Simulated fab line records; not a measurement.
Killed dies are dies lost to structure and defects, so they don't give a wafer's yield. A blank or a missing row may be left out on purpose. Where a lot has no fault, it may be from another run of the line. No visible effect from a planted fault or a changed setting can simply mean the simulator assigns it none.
Which of the tools did it? -- flow sky130 -- 12 lots, 36 wafers sampled, at 3 steps of a route of 708

WHAT THE GAUGES SHOWED, per wafer
SKY_VT_ADJUST_HVTP_OVL_MEAS_08.
lot,measured,on,VT_ADJUST_HVTP_OVL (nm)
L595,day 6 04:14,overlay-01,-2.0 0.7 -2.5
L596,day 6 15:33,overlay-02,-1.5 0.4 -0.3
L602,day 8 00:08,overlay-01,-0.5 0.1 0.3
L603,day 8 05:41,overlay-02,1.9 -0.2 0.1
L604,day 8 11:30,overlay-02,-1.4 0.2 -2.7
L605,day 8 18:11,overlay-01,0.0 -0.8 -0.5
L609,day 9 23:35,overlay-02,-0.4 0.3 -0.4
L610,day 10 05:40,overlay-02,0.2 1.3 2.5
L611,day 10 10:21,overlay-01,0.7 -1.4 -0.9
L616,day 11 15:48,overlay-02,-0.8 -1.7 1.7
L617,day 12 08:26,overlay-01,-2.6 -1.0 -1.0
L618,day 12 09:38,overlay-01,-0.6 -0.7 -1.2

SKY_GATE_OXIDE_TW_MEAS_14.
lot,measured,on,GATE_OXIDE_TW
L595,day 13 22:11,film-metro-04,224.3 223.5 223.9
L596,day 14 10:07,film-metro-03,223.6 224.0 224.5
L602,day 16 09:06,film-metro-01,225.0 226.2 226.5
L603,day 16 15:59,film-metro-03,226.6 225.4 226.4
L604,day 17 06:05,film-metro-03,275.1 277.3 275.4
L605,day 17 13:25,film-metro-04,275.9 274.7 277.3
L609,day 18 23:07,film-metro-01,277.8 278.0 279.0
L610,day 19 06:50,film-metro-03,224.4 222.7 223.9
L611,day 19 12:58,film-metro-04,224.0 221.7 223.7
L616,day 22 00:21,film-metro-03,227.4 226.9 226.5
L617,day 21 22:11,film-metro-04,223.5 223.1 224.4
L618,day 22 06:45,film-metro-03,225.7 225.4 225.9

TOOL THAT RAN EACH LOT (tool first, then ch and the chambers of the sampled wafers, then the start)
lot,SKY_GATE_OXIDE_IMPLANT_11
L595,"implanter-04 ch 0, day 13 21:52"
L596,"implanter-01 ch 0, day 14 09:46"
L602,"implanter-01 ch 0, day 16 08:45"
L603,"implanter-01 ch 0, day 16 15:39"
L604,"implanter-02 ch 0, day 17 05:13"
L605,"implanter-04 ch 0, day 17 12:10"
L609,"implanter-04 ch 0, day 18 22:25"
L610,"implanter-04 ch 0, day 19 06:28"
L611,"implanter-04 ch 0, day 19 12:35"
L616,"implanter-02 ch 0, day 22 00:01"
L617,"implanter-04 ch 0, day 21 21:52"
L618,"implanter-01 ch 0, day 22 06:25"
- SKY_GATE_OXIDE_IMPLANT_11

WHAT THE TOOLS THEMSELVES READ (means of the sampled wafers that have a number; where no wafer has one, the mark that the record gives instead)
SKY_GATE_OXIDE_IMPLANT_11.
lot,tool,beam-energy-keV
L595,implanter-04,9.997
L596,implanter-01,9.999
L602,implanter-01,10.003
L603,implanter-01,10.000
L604,implanter-02,9.999
L605,implanter-04,9.999
L609,implanter-04,10.000
L610,implanter-04,10.000
L611,implanter-04,9.996
L616,implanter-02,10.004
L617,implanter-04,10.002
L618,implanter-01,9.996

THE ANSWER, worked out from the rows above alone
Rule: the usual values come from the lots themselves. Put in order of their means at a reading, lots are off if they are a third of the lots or fewer, leave a main group of 4 or more, and stand apart from it by a gap of 3 or more times the standard deviation of the main group's means; of several such gaps the widest counts. Not used: any main group whose means are identical at the precision the tables above print for the reading. A lot without any number at a reading at which 4 lots or more have one is off too. All remaining lots with rows at the step are treated as sound. First the gauges in route order, then the tools' own readings, where a lot's mean is used as printed above. At the first step where some lot is off, the reading lying furthest off is the one used; lots without a number count as furthest.
Off: L604, L605, L609, seen at SKY_GATE_OXIDE_TW_MEAS_14 (GATE_OXIDE_TW). For the main group the mean is 224.8 and the standard deviation 1.3.
If a tool, at a process step before that reading, ran all the lots that are off and no sound lot after the first of them, it fits. The gauges at SKY_GATE_OXIDE_TW_MEAS_14 are tried like those tools. Not one of the candidates tried fits.

WHAT THE SIMULATOR PUT IN
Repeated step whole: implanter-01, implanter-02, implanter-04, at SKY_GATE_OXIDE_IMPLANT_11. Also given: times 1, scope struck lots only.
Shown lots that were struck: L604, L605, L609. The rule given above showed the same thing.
